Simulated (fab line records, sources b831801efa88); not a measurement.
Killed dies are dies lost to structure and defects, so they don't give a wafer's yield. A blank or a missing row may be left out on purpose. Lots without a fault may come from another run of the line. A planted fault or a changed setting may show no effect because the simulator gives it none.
One fault seen from 2 desks | flow gf180mcu | each desk has only its own numbers; what lay behind them comes last

THE METROLOGY DESK
What the gauges read, lot by lot, whatever tool the lot ran on: means of the sampled wafers that have a number. A lot is out of limits, marked OUT, if its mean lies more than 4 standard deviations from the usual mean; the brackets give that distance. Of its 9 readings 7 are shown: those that lie furthest out on some lot.
Columns: A = CONTACT_W_THK at GF_CONTACT_THK_MEAS_26, usual 302 nm; B = M1_ALCU_RS at GF_M1_RS_MEAS_05, usual 0.0696 ohm/sq; C = M1_ALCU_THK at GF_M1_THK_MEAS_06, usual 460 nm; D = cd_nm at GF_M1_CD_MEAS_14, usual 230.0 nm; E = M1_OVL at GF_M1_OVL_MEAS_15, usual 3 nm; F = V1_CVD_02_THK at GF_V1_THK_MEAS_03, usual 849 nm; G = V1_BOW at GF_V1_BOW_MEAS_05, usual 80 um
lot  | first seen here | A   | B      | C   | D     | E   | F   | G
L580 | day 18 06:10    | 305 | 0.0698 | 453 | 231.4 | 3   | 854 | 70
L585 | day 20 07:19    | 309 | 0.0685 | 461 | 228.2 | -13 | 852 | 82
L590 | day 21 22:46    | 298 | 0.0706 | 453 | 229.2 | 2   | 842 | 85
L592 | day 22 22:51    | 306 | 0.0689 | 471 | 227.4 | 8   | 848 | 89
L594 | day 23 08:59    | 294 | 0.0707 | 454 | 231.5 | 6   | 861 | 81
L597 | day 24 02:58    | 303 | 0.0693 | 467 | 231.6 | 4   | 834 | 77
This desk's finding: nothing out of limits on any of the 6 lots.

THE TOOL OWNER'S DESK: pvd_sputter-02
The tool's own readings at GF_M1_SPUTTER_04 (material TiN, target thk 50 nm, time 41.7 s): means of the sampled wafers that have a number, for each lot that ran on this tool. A lot is out of limits, marked OUT, if its mean lies more than 4 standard deviations from the usual mean; the brackets give that distance.
Columns: A = cathode_dc_power_W at GF_M1_SPUTTER_04, usual 6500.1 W; B = chamber_pressure_pa at GF_M1_SPUTTER_04, usual 0.3999 Pa; C = throttle_valve_pct at GF_M1_SPUTTER_04, usual 29.9 %
lot  | first seen here | A                        | B      | C
L585 | day 20 07:56    | 6500.4                   | 0.3998 | 29.9
L590 | day 21 23:25    | 6313.5 (-99 or more) OUT | 0.3996 | 30.0
L592 | day 22 23:31    | 6312.6 (-99 or more) OUT | 0.4002 | 29.2
This desk's finding: out of limits on L590, L592; first on L590, day 21 23:25 (cathode_dc_power_W at GF_M1_SPUTTER_04). In limits: L585.

PUT TOGETHER
The tool owner's desk could have raised an alarm at day 21 23:25, on L590, L592.
The metrology desk saw nothing out of limits.
The metrology desk has L590, L592 on record, within its limits.
Of the lots named, all ran GF_M1_SPUTTER_04 on pvd_sputter-02.

WHAT THE SIMULATOR HAD PUT IN
Process parameter drift: pvd_sputter-02, from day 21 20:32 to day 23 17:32, at GF_M1_SPUTTER_04. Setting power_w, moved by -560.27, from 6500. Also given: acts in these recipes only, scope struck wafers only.
Lots struck among those shown: L590, L592.
Hours from the fault's start to each desk's first reading out of limits: the tool owner's desk, 3.
